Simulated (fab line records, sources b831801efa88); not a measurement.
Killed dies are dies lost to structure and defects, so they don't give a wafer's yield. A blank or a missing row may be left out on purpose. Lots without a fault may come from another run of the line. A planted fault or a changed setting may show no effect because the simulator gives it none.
fab line records | flow gf180mcu
record lots=5 wafers=15 last_day=34
route steps=602 shown HV_LDD@229 NSD@235 PSD@248
lots that met no fault: from a run of the same line without faults
start_h: hours from the record's first day to the start of the lot's first wafer shown | wait_h: hours since the lot's step before | " the same as in the row above | L1.1+2: a row that stands for several wafers | - no value, or no start given | * or withheld: withheld | < > ~ a bound
route shown NAME@n: a module of which the file shows steps, and the number in the route of the first | usual: mean/standard deviation of fault-free wafers | same: alike in all rows | chamber/n: place in a boat | sites: the reading at each site | _std_site: their standard deviation | _edge_site: outer sites' mean less inner sites' | radius_mm: how far each site lies from the wafer's centre | mask NAME#n: copy n | behind: the tool/chamber that last shaped the wafer | hold: why the lot was held/for how many hours/how that ended | device: the transistor (n, p or np) that didn't switch | end of line: the same wafers' tests at the end of the route | a step without rows: its recipe alone | killed: dies lost to structure and defects at the first sort, not the wafer's yield | map: a wafer's dies, x killed, . not, _ none there
set.NAME: the setting as run; set.NAME@STEP: as run at that earlier step | model.NAME: the simulator's own value behind a step, which no gauge read
lots at some steps of the route; a table a step, a row a wafer
services: from which hour (start_h, from the record's first day; less than 0 if before it) a tool's chamber was out of use, for how many hours, and why
## steps
# step GF_HV_LDD_RS_MEAS_53
# recipe thk_meas_gauge=four-point-probe
# usual HV_LDD_RS=418.4/0.91
# columns lot.wafer tool chamber start_h wait_h HV_LDD_RS[ohm/sq]
L074.1 film_metro-01 - 268.98 0.1 418.5
L074.3 " - " " 418.9
L074.5 " - " " 419.1
L075.1 film_metro-01 - 278.88 0.1 419.5
L075.3 " - " " 420.9
L075.6 " - " " 419.9
L077.2 film_metro-03 - 296.14 0.1 419.2
L077.4 " - " " 419.7
L077.6 " - " " 419.3
L082.2 film_metro-03 - 337.18 0.1 418.7
L082.4 " - " " 417.3
L082.6 " - " " 418.5
L094.1 film_metro-01 - 435.33 0.1 418.4
L094.2 " - " " 418.9
L094.4 " - " " 417.3
# step GF_HV_LDD_CVD_54
# recipe material=SiO2 target_thk_nm=10 precursor=TEOS temp_c=680 time_s=75 pressure_mtorr=400
# columns lot.wafer tool chamber start_h wait_h
L074.1+3+5 lpcvd-02 0 269.10 0.1
L075.1+3+6 lpcvd-01 0 279.00 0.1
L077.2+4+6 lpcvd-02 1 296.24 0.1
L082.2+4+6 lpcvd-01 1 337.28 0.1
L094.1+2+4 lpcvd-02 1 435.45 0.1
# step GF_HV_LDD_THK_MEAS_55
# recipe reads=SiO2_of_HV_LDD_CVD_54
# usual HV_LDD_CVD_54_THK=9.98/0.11
# columns lot.wafer tool chamber start_h wait_h HV_LDD_CVD_54_THK[nm]
L074.1 film_metro-03 - 270.12 0.0 9.96
L074.3 " - " " 9.98
L074.5 " - " " 10.13
L075.1 film_metro-03 - 280.02 0.0 10.01
L075.3 " - " " 9.95
L075.6 " - " " 10.07
L077.2 film_metro-01 - 297.27 0.0 10.09
L077.4 " - " " 10.09
L077.6 " - " " 10.01
L082.2 film_metro-03 - 338.31 0.0 9.95
L082.4 " - " " 9.79
L082.6 " - " " 9.95
L094.1 film_metro-03 - 436.48 0.0 10.06
L094.2 " - " " 9.99
L094.4 " - " " 10.11
# step GF_HV_LDD_CVD_56
# recipe material=Si3N4 precursor=DCS/NH3 target_thk_nm=90 temp_c=770 time_s=1543 pressure_mtorr=250
# columns lot.wafer tool chamber start_h wait_h
L074.1+3+5 lpcvd-01 0 270.18 0.1
L075.1+3+6 lpcvd-02 0 280.08 0.1
L077.2+4+6 lpcvd-01 0 297.65 0.4
L082.2+4+6 lpcvd-01 0 338.36 0.0
L094.1+2+4 lpcvd-01 0 437.42 0.9
# step GF_HV_LDD_THK_MEAS_57
# recipe reads=Si3N4_of_HV_LDD_CVD_56
# usual HV_LDD_CVD_56_THK=89.7/0.76
# columns lot.wafer tool chamber start_h wait_h HV_LDD_CVD_56_THK[nm]
L074.1 film_metro-03 - 271.62 0.0 90.3
L074.3 " - " " 90.4
L074.5 " - " " 90.4
L075.1 film_metro-03 - 281.51 0.0 89.2
L075.3 " - " " 89.6
L075.6 " - " " 89.1
L077.2 film_metro-01 - 299.09 0.0 89.6
L077.4 " - " " 90.4
L077.6 " - " " 90.2
L082.2 film_metro-02 - 339.80 0.0 88.9
L082.4 " - " " 88.9
L082.6 " - " " 88.7
L094.1 film_metro-01 - 438.85 0.0 89.8
L094.2 " - " " 89.9
L094.4 " - " " 89.9
# step GF_HV_LDD_ETCHBACK_58
# recipe chemistry=CH3F/O2 target=Si3N4 stop_on=SiO2 source_w=400 bias_w=80 pressure_mtorr=25 ch3f_flow_sccm=40 O2_flow_sccm=30 time_s=100 target_depth_a=900
# usual drypump_motor_current_A=5.5/0.47 oes_product_au=0.841/0.0062 rf_fwd_power_W=397.6/1.4 throttle_valve_pct=10.562/0.0093
# columns lot.wafer tool chamber start_h wait_h drypump_motor_current_A oes_product_au rf_fwd_power_W rf_hours_counter_h throttle_valve_pct
L074.1 rie_diel-01 1 271.68 0.1 6.2 0.840 398.8 61 10.547
L074.3 " 2 " " 5.8 0.852 398.8 125 10.570
L074.5 " 1 " " 6.2 0.846 399.7 - 10.550
L075.1 rie_diel-04 3 281.57 0.1 5.1 0.835 395.8 71 10.554
L075.3 " 0 " " 5.6 0.835 397.9 110 10.556
L075.6 " 2 " " 6.0 0.843 396.9 - 10.569
L077.2 rie_diel-02 0 299.14 0.0 5.0 0.841 397.2 106 10.570
L077.4 " 2 " " 4.8 0.850 397.0 34 10.554
L077.6 " 0 " " 5.1 0.842 396.6 - 10.549
L082.2 rie_diel-02 0 339.85 0.0 5.1 0.829 395.9 108 10.558
L082.4 " 3 " " 5.4 0.833 396.3 3 10.576
L082.6 " 1 " " 5.9 0.841 398.4 - 10.545
L094.1 rie_diel-04 0 438.91 0.1 5.6 0.849 396.3 1 10.558
L094.2 " 1 " " 6.0 0.841 398.1 8 10.563
L094.4 " 2 " " 6.0 0.853 398.1 88 10.554
# step GF_NSD_DEHYDRATE_00
# recipe temp_c=200 time_s=60
# usual chill_plate_temp_C=22.98/0.11 resist_line_temp_C=22.99/0.11
# columns lot.wafer tool chamber start_h wait_h chill_plate_temp_C resist_line_temp_C
L074.1 litho_track-03 0 280.42 8.7 22.80 22.99
L074.3 " 0 " " 22.91 23.16
L074.5 " 0 " " 22.98 22.97
L075.1 litho_track-02 0 290.52 8.9 22.93 22.94
L075.3 " 0 " " 23.01 23.07
L075.6 " 0 " " 23.04 22.89
L077.2 litho_track-01 0 309.07 9.9 23.24 23.05
L077.4 " 0 " " 23.15 23.05
L077.6 " 0 " " 23.11 22.98
L082.2 litho_track-01 0 350.37 10.5 22.97 23.11
L082.4 " 0 " " 22.81 23.02
L082.6 " 0 " " 22.97 23.07
L094.1 litho_track-03 0 449.96 11.0 22.86 22.97
L094.2 " 0 " " 22.99 23.10
L094.4 " 0 " " 22.99 22.96
# step GF_NSD_HMDS_01
# recipe prime_time_s=60 prime_temp_c=120
# usual chill_plate_temp_C=22.98/0.11 resist_line_temp_C=23.00/0.1
# columns lot.wafer tool chamber start_h wait_h chill_plate_temp_C resist_line_temp_C
L074.1 litho_track-03 0 280.57 0.1 23.02 22.97
L074.3 " 0 " " 23.00 22.96
L074.5 " 0 " " 23.07 23.02
L075.1 litho_track-02 0 290.67 0.1 22.85 23.11
L075.3 " 0 " " 22.91 22.93
L075.6 " 0 " " 22.91 22.96
L077.2 litho_track-01 0 309.22 0.1 23.05 22.95
L077.4 " 0 " " 23.02 23.04
L077.6 " 0 " " 22.84 23.09
L082.2 litho_track-01 0 350.52 0.1 23.00 22.91
L082.4 " 0 " " 22.80 22.90
L082.6 " 0 " " 22.93 22.83
L094.1 litho_track-03 0 450.11 0.1 22.93 23.03
L094.2 " 0 " " 22.99 22.91
L094.4 " 0 " " 23.03 23.00
# step GF_NSD_COAT_02
# recipe resist=NOVOLAK spin_rpm=3000 resist_thk_nm=1000
# usual chill_plate_temp_C=22.99/0.1 resist_line_temp_C=22.99/0.11
# columns lot.wafer tool chamber start_h wait_h chill_plate_temp_C resist_line_temp_C
L074.1 litho_track-03 0 280.72 0.1 23.08 23.09
L074.3 " 0 " " 23.03 23.17
L074.5 " 0 " " 23.07 23.00
L075.1 litho_track-02 0 290.82 0.1 23.09 23.00
L075.3 " 0 " " 23.06 23.12
L075.6 " 0 " " 22.90 23.14
L077.2 litho_track-01 0 309.37 0.1 23.04 22.88
L077.4 " 0 " " 23.04 22.83
L077.6 " 0 " " 23.05 22.85
L082.2 litho_track-01 0 350.67 0.1 23.01 23.10
L082.4 " 0 " " 23.05 23.12
L082.6 " 0 " " 23.06 23.15
L094.1 litho_track-03 0 450.26 0.1 22.97 23.17
L094.2 " 0 " " 22.97 22.92
L094.4 " 0 " " 23.02 23.07
# step GF_NSD_SOFTBAKE_03
# recipe temp_c=90 time_s=60 resist=NOVOLAK
# usual chill_plate_temp_C=22.99/0.094 resist_line_temp_C=23.00/0.1
# columns lot.wafer tool chamber start_h wait_h chill_plate_temp_C resist_line_temp_C
L074.1 litho_track-03 0 280.87 0.1 22.97 23.12
L074.3 " 0 " " 22.94 23.12
L074.5 " 0 " " 22.94 23.23
L075.1 litho_track-02 0 290.97 0.1 22.88 22.99
L075.3 " 0 " " 22.84 23.03
L075.6 " 0 " " 22.97 23.00
L077.2 litho_track-01 0 309.52 0.1 23.06 23.05
L077.4 " 0 " " 23.07 23.14
L077.6 " 0 " " 23.05 23.15
L082.2 litho_track-01 0 350.82 0.1 23.14 22.96
L082.4 " 0 " " 23.08 22.93
L082.6 " 0 " " 22.98 22.86
L094.1 litho_track-03 0 450.41 0.1 23.03 23.02
L094.2 " 0 " " 23.22 23.14
L094.4 " 0 " " 23.20 23.02
# step GF_NSD_EXPOSE_04
# recipe mask_id=Nplus target_cd_nm=400 na=0.6 source_shape=conventional sigma_outer=0.6 dose_mj=140
# columns lot.wafer tool chamber start_h wait_h mask
L074.1+3+5 iline_stepper-02 0 - - Nplus#0
L075.1+3+6 iline_stepper-01 0 - - Nplus#0
L077.2+4+6 iline_stepper-01 0 - - Nplus#0
L082.2+4+6 iline_stepper-02 0 - - Nplus#0
L094.1+2+4 iline_stepper-01 0 - - Nplus#0
# step GF_NSD_PEB_05
# recipe temp_c=withheld time_s=* resist=NOVOLAK
# usual chill_plate_temp_C=* resist_line_temp_C=*
# columns lot.wafer tool chamber start_h wait_h chill_plate_temp_C resist_line_temp_C
L074.1 litho_track-01 0 - - * *
L074.3 " 0 " " * *
L074.5 " 0 " " * *
L075.1 litho_track-01 0 - - * *
L075.3 " 0 " " * *
L075.6 " 0 " " * *
L077.2 litho_track-01 0 - - * *
L077.4 " 0 " " * *
L077.6 " 0 " " * *
L082.2 litho_track-03 0 - - * *
L082.4 " 0 " " * *
L082.6 " 0 " " * *
L094.1 litho_track-03 0 - - * *
L094.2 " 0 " " * *
L094.4 " 0 " " * *
# step GF_NSD_DEVELOP_06
# recipe develop_time_s=60 dev_temp_c=24.09
# usual chill_plate_temp_C=22.99/0.11 resist_line_temp_C=23.00/0.098
# columns lot.wafer tool chamber start_h wait_h chill_plate_temp_C resist_line_temp_C
L074.1 litho_track-01 0 290.45 0.1 23.12 23.02
L074.3 " 0 " " 22.85 22.97
L074.5 " 0 " " 22.92 23.07
L075.1 litho_track-01 0 301.25 0.1 23.22 23.09
L075.3 " 0 " " 23.20 23.16
L075.6 " 0 " " 23.06 23.07
L077.2 litho_track-01 0 319.27 0.1 22.97 22.81
L077.4 " 0 " " 23.16 23.06
L077.6 " 0 " " 22.98 23.07
L082.2 litho_track-03 0 361.24 0.1 22.90 23.08
L082.4 " 0 " " 23.11 23.01
L082.6 " 0 " " 22.88 23.00
L094.1 litho_track-03 0 462.31 0.1 22.95 23.05
L094.2 " 0 " " 22.94 23.04
L094.4 " 0 " " 22.80 23.20
# step GF_NSD_CD_MEAS_07
# recipe target_cd_nm=400
# usual cd_nm=400.0/2.9
# columns lot.wafer tool chamber start_h wait_h cd_nm
L074.1 cd_sem-01 - 290.60 0.1 396.4
L074.3 " - " " 397.9
L074.5 " - " " 399.0
L075.1 cd_sem-02 - 301.40 0.1 398.0
L075.3 " - " " 397.1
L075.6 " - " " 399.4
L077.2 cd_sem-02 - 319.42 0.1 399.9
L077.4 " - " " 399.6
L077.6 " - " " 397.2
L082.2 cd_sem-02 - 361.38 0.1 402.5
L082.4 " - " " 402.2
L082.6 " - " " 402.2
L094.1 cd_sem-01 - 462.46 0.1 395.2
L094.2 " - " " 396.7
L094.4 " - " " 399.4
# step GF_NSD_OVL_MEAS_08
# usual NSD_OVL=0.4/1.4
# columns lot.wafer tool chamber start_h wait_h NSD_OVL[nm]
L074.1 overlay-01 - 290.72 0.1 0.1
L074.3 " - " " 2.5
L074.5 " - " " 2.0
L075.1 overlay-01 - 301.52 0.1 2.2
L075.3 " - " " 1.7
L075.6 " - " " 1.5
L077.2 overlay-02 - 319.52 0.1 1.0
L077.4 " - " " 2.3
L077.6 " - " " 1.7
L082.2 overlay-01 - 361.49 0.1 1.8
L082.4 " - " " -1.2
L082.6 " - " " 0.2
L094.1 overlay-01 - 462.58 0.1 1.2
L094.2 " - " " -1.2
L094.4 " - " " -0.4
# step GF_NSD_IMPLANT_09
# recipe species=As energy_kev=60 dose_cm2=4e+15 tilt_deg=7
# usual beam_energy_keV=60.000/0.02 beam_on_s=19.0/1.8 faraday_current_uA=11633/1200
# columns lot.wafer tool chamber start_h wait_h beam_energy_keV beam_on_s faraday_current_uA
L074.1 implanter-02 0 290.75 0.0 59.961 16.1 13479
L074.3 " 0 " " 59.989 16.4 13380
L074.5 " 0 " " 59.977 15.9 13719
L075.1 implanter-04 0 301.55 0.0 60.012 20.3 10825
L075.3 " 0 " " 59.976 21.0 10453
L075.6 " 0 " " 59.995 20.1 10927
L077.2 implanter-03 0 319.58 0.0 60.000 19.5 11234
L077.4 " 0 " " 59.987 20.0 11023
L077.6 " 0 " " 59.995 19.8 11144
L082.2 implanter-02 0 361.55 0.0 59.999 16.8 13019
L082.4 " 0 " " 60.003 16.4 13308
L082.6 " 0 " " 59.996 17.1 12661
L094.1 implanter-04 0 462.62 0.0 59.974 19.8 11090
L094.2 " 0 " " 60.000 20.3 10809
L094.4 " 0 " " 59.979 20.6 10715
# step GF_NSD_IMPLANT_10
# recipe species=P energy_kev=40 dose_cm2=5e+14 tilt_deg=7
# usual beam_energy_keV=40.000/0.012 beam_on_s=9.99/0.19 faraday_current_uA=2791/51
# columns lot.wafer tool chamber start_h wait_h beam_energy_keV beam_on_s faraday_current_uA
L074.1 implanter-02 0 290.90 0.1 40.017 10.03 2784
L074.3 " 0 " " 40.009 9.95 2797
L074.5 " 0 " " 40.034 9.66 2880
L075.1 implanter-04 0 301.70 0.1 40.013 9.83 2839
L075.3 " 0 " " 40.014 10.00 2773
L075.6 " 0 " " 40.000 10.25 2731
L077.2 implanter-03 0 319.73 0.1 39.982 9.99 2787
L077.4 " 0 " " 40.001 10.21 2737
L077.6 " 0 " " 39.990 9.70 2852
L082.2 implanter-02 0 361.70 0.1 40.001 9.69 2867
L082.4 " 0 " " 40.006 9.90 2809
L082.6 " 0 " " 40.004 9.86 2821
L094.1 implanter-04 0 462.77 0.1 39.995 9.91 2816
L094.2 " 0 " " 40.015 10.10 2753
L094.4 " 0 " " 40.003 9.88 2817
# step GF_NSD_STRIP_11
# recipe chemistry=O2/N2 power_w=1400 pressure_mtorr=1500 platen_temp_c=250 o2_flow_sccm=3000 n2_flow_sccm=300 overash_fraction=0.5
# usual drypump_motor_current_A=5.55/0.24 heater_power_w=332/21 oes_product_au=0.487/0.0043 strip_time_to_endpoint_s=22.96/0.038
# columns lot.wafer tool chamber start_h wait_h drypump_motor_current_A heater_power_w oes_product_au rf_hours_counter_h strip_time_to_endpoint_s
L074.1 plasma_asher-04 1 291.05 0.1 5.41 341 0.485 50 22.91
L074.3 " 0 " " 5.40 308 0.494 - 22.90
L074.5 " 1 " " 5.46 336 0.486 - 22.87
L075.1 plasma_asher-04 1 301.85 0.1 5.42 339 0.485 51 22.91
L075.3 " 0 " " 5.39 320 0.483 - 22.92
L075.6 " 0 " " 5.38 315 0.488 - 22.95
L077.2 plasma_asher-01 1 319.85 0.1 5.91 325 0.487 67 23.02
L077.4 " 0 " " 5.24 317 0.495 - 22.99
L077.6 " 0 " " 5.24 314 0.484 - 23.05
L082.2 plasma_asher-04 0 361.82 0.1 5.37 319 0.491 57 22.98
L082.4 " 1 " " 5.44 332 0.492 - 22.94
L082.6 " 1 " " 5.45 340 0.487 - 22.92
L094.1 plasma_asher-01 0 462.92 0.1 5.25 299 0.488 3 22.96
L094.2 " 1 " " 5.91 344 0.485 3 23.01
L094.4 " 0 " " 5.26 303 0.481 - 22.94
# step GF_NSD_TW_MEAS_12
# usual NSD_TW=4246/41
# columns lot.wafer tool chamber start_h wait_h NSD_TW
L074.1 film_metro-04 - 291.15 0.1 4269
L074.3 " - " " 4275
L074.5 " - " " 4227
L075.1 film_metro-01 - 301.95 0.1 4297
L075.3 " - " " 4287
L075.6 " - " " 4290
L077.2 film_metro-02 - 319.96 0.1 4194
L077.4 " - " " 4179
L077.6 " - " " 4183
L082.2 film_metro-02 - 361.93 0.1 4230
L082.4 " - " " 4237
L082.6 " - " " 4229
L094.1 film_metro-04 - 463.02 0.1 4240
L094.2 " - " " 4248
L094.4 " - " " 4235
# step GF_PSD_DEHYDRATE_00
# recipe temp_c=200 time_s=60
# usual chill_plate_temp_C=23.01/0.11 resist_line_temp_C=23.02/0.12
# columns lot.wafer tool chamber start_h wait_h chill_plate_temp_C resist_line_temp_C
L074.1 litho_track-03 0 300.87 9.7 22.98 23.11
L074.3 " 0 " " 22.89 23.15
L074.5 " 0 " " 22.96 23.11
L075.1 litho_track-01 0 311.50 9.5 23.16 23.06
L075.3 " 0 " " 23.01 23.04
L075.6 " 0 " " 23.16 22.91
L077.2 litho_track-01 0 330.02 10.0 22.89 23.09
L077.4 " 0 " " 23.12 23.11
L077.6 " 0 " " 22.95 23.05
L082.2 litho_track-04 0 372.22 10.3 22.95 22.97
L082.4 " 0 " " 22.91 22.97
L082.6 " 0 " " 22.77 23.14
L094.1 litho_track-04 0 474.09 11.1 23.15 22.99
L094.2 " 0 " " 23.16 23.04
L094.4 " 0 " " 23.17 22.94
# step GF_PSD_HMDS_01
# recipe prime_time_s=60 prime_temp_c=120
# usual chill_plate_temp_C=23.02/0.11 resist_line_temp_C=23.02/0.094
# columns lot.wafer tool chamber start_h wait_h chill_plate_temp_C resist_line_temp_C
L074.1 litho_track-03 0 301.02 0.1 23.17 23.01
L074.3 " 0 " " 23.19 22.89
L074.5 " 0 " " 23.01 23.14
L075.1 litho_track-01 0 311.65 0.1 22.99 23.17
L075.3 " 0 " " 23.06 23.11
L075.6 " 0 " " 23.10 23.14
L077.2 litho_track-01 0 330.17 0.1 22.99 23.16
L077.4 " 0 " " 23.07 23.04
L077.6 " 0 " " 23.10 23.03
L082.2 litho_track-04 0 372.37 0.1 23.21 23.10
L082.4 " 0 " " 23.17 22.84
L082.6 " 0 " " 23.15 23.10
L094.1 litho_track-04 0 474.24 0.1 22.93 22.98
L094.2 " 0 " " 22.88 22.91
L094.4 " 0 " " 22.92 22.98
# step GF_PSD_COAT_02
# recipe resist=NOVOLAK spin_rpm=3000 resist_thk_nm=1000
# usual chill_plate_temp_C=23.00/0.093 resist_line_temp_C=23.02/0.092
# columns lot.wafer tool chamber start_h wait_h chill_plate_temp_C resist_line_temp_C
L074.1 litho_track-03 0 301.17 0.1 22.94 23.21
L074.3 " 0 " " 22.97 23.02
L074.5 " 0 " " 22.84 23.00
L075.1 litho_track-01 0 311.80 0.1 22.99 23.09
L075.3 " 0 " " 23.13 23.04
L075.6 " 0 " " 23.16 23.01
L077.2 litho_track-01 0 330.32 0.1 22.97 23.11
L077.4 " 0 " " 23.05 22.97
L077.6 " 0 " " 22.91 22.96
L082.2 litho_track-04 0 372.52 0.1 22.98 22.84
L082.4 " 0 " " 23.00 22.89
L082.6 " 0 " " 22.99 23.07
L094.1 litho_track-04 0 474.39 0.1 22.92 23.14
L094.2 " 0 " " 23.09 23.18
L094.4 " 0 " " 23.02 23.06
# step GF_PSD_SOFTBAKE_03
# recipe temp_c=90 time_s=60 resist=NOVOLAK
# usual chill_plate_temp_C=23.00/0.1 resist_line_temp_C=22.99/0.11
# columns lot.wafer tool chamber start_h wait_h chill_plate_temp_C resist_line_temp_C
L074.1 litho_track-03 0 301.32 0.1 23.00 23.09
L074.3 " 0 " " 23.00 23.07
L074.5 " 0 " " 23.03 23.18
L075.1 litho_track-01 0 311.95 0.1 23.02 22.88
L075.3 " 0 " " 23.06 23.08
L075.6 " 0 " " 23.07 23.00
L077.2 litho_track-01 0 330.47 0.1 23.15 22.86
L077.4 " 0 " " 23.03 22.95
L077.6 " 0 " " 23.14 22.83
L082.2 litho_track-04 0 372.67 0.1 22.95 22.91
L082.4 " 0 " " 22.96 22.88
L082.6 " 0 " " 22.98 22.94
L094.1 litho_track-04 0 474.54 0.1 22.94 23.06
L094.2 " 0 " " 22.89 22.88
L094.4 " 0 " " 22.97 23.10
# step GF_PSD_EXPOSE_04
# recipe mask_id=Pplus target_cd_nm=400 na=0.6 source_shape=conventional sigma_outer=0.6 dose_mj=140
# columns lot.wafer tool chamber start_h wait_h mask
L074.1+3+5 iline_stepper-02 0 - - Pplus#0
L075.1+3+6 iline_stepper-01 0 - - Pplus#0
L077.2+4+6 iline_stepper-01 0 - - Pplus#0
L082.2+4+6 iline_stepper-02 0 - - Pplus#0
L094.1+2+4 iline_stepper-02 0 - - Pplus#0
# step GF_PSD_PEB_05
# recipe temp_c=withheld time_s=* resist=NOVOLAK
# usual chill_plate_temp_C=* resist_line_temp_C=*
# columns lot.wafer tool chamber start_h wait_h chill_plate_temp_C resist_line_temp_C
L074.1 litho_track-01 0 - - * *
L074.3 " 0 " " * *
L074.5 " 0 " " * *
L075.1 litho_track-04 0 - - * *
L075.3 " 0 " " * *
L075.6 " 0 " " * *
L077.2 litho_track-04 0 - - * *
L077.4 " 0 " " * *
L077.6 " 0 " " * *
L082.2 litho_track-03 0 - - * *
L082.4 " 0 " " * *
L082.6 " 0 " " * *
L094.1 litho_track-03 0 - - * *
L094.2 " 0 " " * *
L094.4 " 0 " " * *
# step GF_PSD_DEVELOP_06
# recipe develop_time_s=60 dev_temp_c=23
# usual chill_plate_temp_C=22.98/0.11 resist_line_temp_C=22.99/0.11
# columns lot.wafer tool chamber start_h wait_h chill_plate_temp_C resist_line_temp_C
L074.1 litho_track-01 0 311.35 0.1 23.12 23.13
L074.3 " 0 " " 23.06 23.01
L074.5 " 0 " " 23.02 23.07
L075.1 litho_track-04 0 321.89 0.1 22.91 23.01
L075.3 " 0 " " 23.18 23.04
L075.6 " 0 " " 23.24 22.99
L077.2 litho_track-04 0 340.57 0.1 22.93 23.15
L077.4 " 0 " " 22.83 23.05
L077.6 " 0 " " 23.05 23.08
L082.2 litho_track-03 0 383.49 0.1 23.01 22.66
L082.4 " 0 " " 23.09 22.98
L082.6 " 0 " " 22.86 23.01
L094.1 litho_track-03 0 486.76 0.1 22.90 23.08
L094.2 " 0 " " 22.94 23.10
L094.4 " 0 " " 22.96 23.10
# step GF_PSD_CD_MEAS_07
# recipe target_cd_nm=400
# usual cd_nm=400.3/2.3
# columns lot.wafer tool chamber start_h wait_h cd_nm
L074.1 cd_sem-02 - 311.62 0.3 400.1
L074.3 " - " " 399.1
L074.5 " - " " 400.7
L075.1 cd_sem-02 - 322.13 0.2 401.1
L075.3 " - " " 402.2
L075.6 " - " " 401.9
L077.2 cd_sem-02 - 340.71 0.1 396.3
L077.4 " - " " 396.6
L077.6 " - " " 398.2
L082.2 cd_sem-02 - 383.63 0.1 397.7
L082.4 " - " " 397.3
L082.6 " - " " 400.0
L094.1 cd_sem-01 - 486.91 0.1 406.2
L094.2 " - " " 403.8
L094.4 " - " " 404.9
# step GF_PSD_OVL_MEAS_08
# usual PSD_OVL=0.0/1.5
# columns lot.wafer tool chamber start_h wait_h PSD_OVL[nm]
L074.1 overlay-01 - 311.74 0.1 2.5
L074.3 " - " " 3.1
L074.5 " - " " 3.0
L075.1 overlay-01 - 322.25 0.1 1.2
L075.3 " - " " 1.3
L075.6 " - " " 1.1
L077.2 overlay-01 - 340.82 0.1 0.1
L077.4 " - " " -0.5
L077.6 " - " " -0.6
L082.2 overlay-02 - 383.74 0.1 -0.9
L082.4 " - " " -3.6
L082.6 " - " " 0.1
L094.1 overlay-02 - 487.03 0.1 0.7
L094.2 " - " " 1.0
L094.4 " - " " 0.9
# step GF_PSD_IMPLANT_09
# recipe species=BF2 energy_kev=40 dose_cm2=1.5e+15 tilt_deg=7
# usual beam_energy_keV=39.999/0.015 beam_on_s=10.01/0.19 faraday_current_uA=8243/160
# columns lot.wafer tool chamber start_h wait_h beam_energy_keV beam_on_s faraday_current_uA
L074.1 implanter-01 0 311.78 0.0 39.979 9.72 8425
L074.3 " 0 " " 40.015 9.73 8447
L074.5 " 0 " " 40.017 10.05 8241
L075.1 implanter-01 0 322.29 0.0 40.021 9.88 8370
L075.3 " 0 " " 40.010 10.19 8118
L075.6 " 0 " " 40.013 10.02 8226
L077.2 implanter-03 0 340.88 0.0 39.993 9.96 8290
L077.4 " 0 " " 40.008 9.81 8366
L077.6 " 0 " " 39.997 9.81 8371
L082.2 implanter-02 0 383.79 0.0 40.003 10.15 8113
L082.4 " 0 " " 39.994 9.76 8427
L082.6 " 0 " " 40.018 9.86 8320
L094.1 implanter-02 0 487.07 0.0 40.008 10.32 8062
L094.2 " 0 " " 40.012 9.95 8296
L094.4 " 0 " " 40.029 9.96 8257
# step GF_PSD_STRIP_10
# recipe chemistry=O2/N2 power_w=1400 pressure_mtorr=1500 platen_temp_c=250 o2_flow_sccm=3000 n2_flow_sccm=300 overash_fraction=0.5
# usual drypump_motor_current_A=5.5/0.31 heater_power_w=331/15 oes_product_au=0.591/0.0045 strip_time_to_endpoint_s=16.54/0.037
# columns lot.wafer tool chamber start_h wait_h drypump_motor_current_A heater_power_w oes_product_au rf_hours_counter_h strip_time_to_endpoint_s
L074.1 plasma_asher-01 0 311.93 0.1 5.3 323 0.601 66 16.51
L074.3 " 0 " " 5.2 310 0.588 - 16.53
L074.5 " 0 " " 5.3 321 0.590 - 16.50
L075.1 plasma_asher-02 1 322.44 0.1 5.1 343 0.588 67 16.56
L075.3 " 1 " " 5.1 342 0.593 - 16.52
L075.6 " 1 " " 5.1 338 0.602 - 16.54
L077.2 plasma_asher-04 1 341.00 0.1 5.4 341 0.592 55 16.52
L077.4 " 0 " " 5.4 316 0.587 - 16.53
L077.6 " 0 " " 5.4 314 0.597 - 16.54
L082.2 plasma_asher-04 1 383.92 0.1 5.4 325 0.593 59 16.55
L082.4 " 1 " " 5.5 341 0.592 - 16.58
L082.6 " 1 " " 5.4 325 0.589 - 16.56
L094.1 plasma_asher-02 1 487.22 0.1 5.1 340 0.596 82 16.59
L094.2 " 0 " " 5.9 339 0.588 82 16.57
L094.4 " 1 " " 5.0 334 0.597 - 16.60
# step GF_PSD_TW_MEAS_11
# usual PSD_TW=3180/32
# columns lot.wafer tool chamber start_h wait_h PSD_TW
L074.1 film_metro-04 - 312.03 0.1 3215
L074.3 " - " " 3209
L074.5 " - " " 3212
L075.1 film_metro-01 - 322.54 0.1 3192
L075.3 " - " " 3193
L075.6 " - " " 3190
L077.2 film_metro-04 - 341.11 0.1 3209
L077.4 " - " " 3209
L077.6 " - " " 3219
L082.2 film_metro-04 - 384.03 0.1 3203
L082.4 " - " " 3192
L082.6 " - " " 3210
L094.1 film_metro-01 - 487.32 0.1 3213
L094.2 " - " " 3206
L094.4 " - " " 3228
# step GF_PSD_CLEAN_12
# recipe chemistry=SC1/SC2 mix=1:4:20 temp_c=70 time_s=150 dry=n2_spin
# usual bath_guard_temp_C=69.9/0.64
# columns lot.wafer tool chamber start_h wait_h bath_guard_temp_C
L074.1 wet_bench-01 0 312.09 0.1 69.5
L074.3 " 0 " " 69.4
L074.5 " 0 " " 69.6
L075.1 wet_bench-04 1 322.60 0.1 69.5
L075.3 " 1 " " 70.2
L075.6 " 1 " " 70.1
L077.2 wet_bench-04 2 341.16 0.0 70.5
L077.4 " 2 " " 70.3
L077.6 " 2 " " 70.5
L082.2 wet_bench-03 0 384.08 0.0 70.5
L082.4 " 0 " " 70.7
L082.6 " 0 " " 70.4
L094.1 wet_bench-01 0 487.38 0.1 69.1
L094.2 " 0 " " 69.4
L094.4 " 0 " " 69.4
## services
# columns tool chamber start_h hours kind
implanter-02 - 251.97 5.0 repair
implanter-03 - 252.06 2.3 repair
iline_stepper-01 - 256.33 1.7 pm
implanter-02 - 258.57 5.6 pm
implanter-02 - 266.75 3.2 repair
implanter-02 - 283.76 1.4 repair
iline_stepper-02 - 287.61 4.5 repair
implanter-04 - 310.09 3.5 pm
implanter-02 - 322.14 19.2 pm
implanter-04 - 344.08 1.8 repair
plasma_asher-01 - 348.78 2.8 pm
lpcvd-02 - 354.65 6.1 pm
iline_stepper-01 - 355.41 2.4 repair
implanter-03 - 364.40 0.9 repair
iline_stepper-02 - 380.04 1.7 pm
implanter-04 - 390.22 3.4 pm
implanter-04 - 396.41 3.1 repair
iline_stepper-02 - 428.33 2.1 pm
implanter-04 - 444.67 1.9 repair
iline_stepper-01 - 448.20 1.2 repair
iline_stepper-01 - 452.81 0.8 pm
iline_stepper-01 - 474.51 1.7 pm
implanter-02 - 475.83 7.8 repair
implanter-04 - 476.24 3.3 repair
## key
fault none
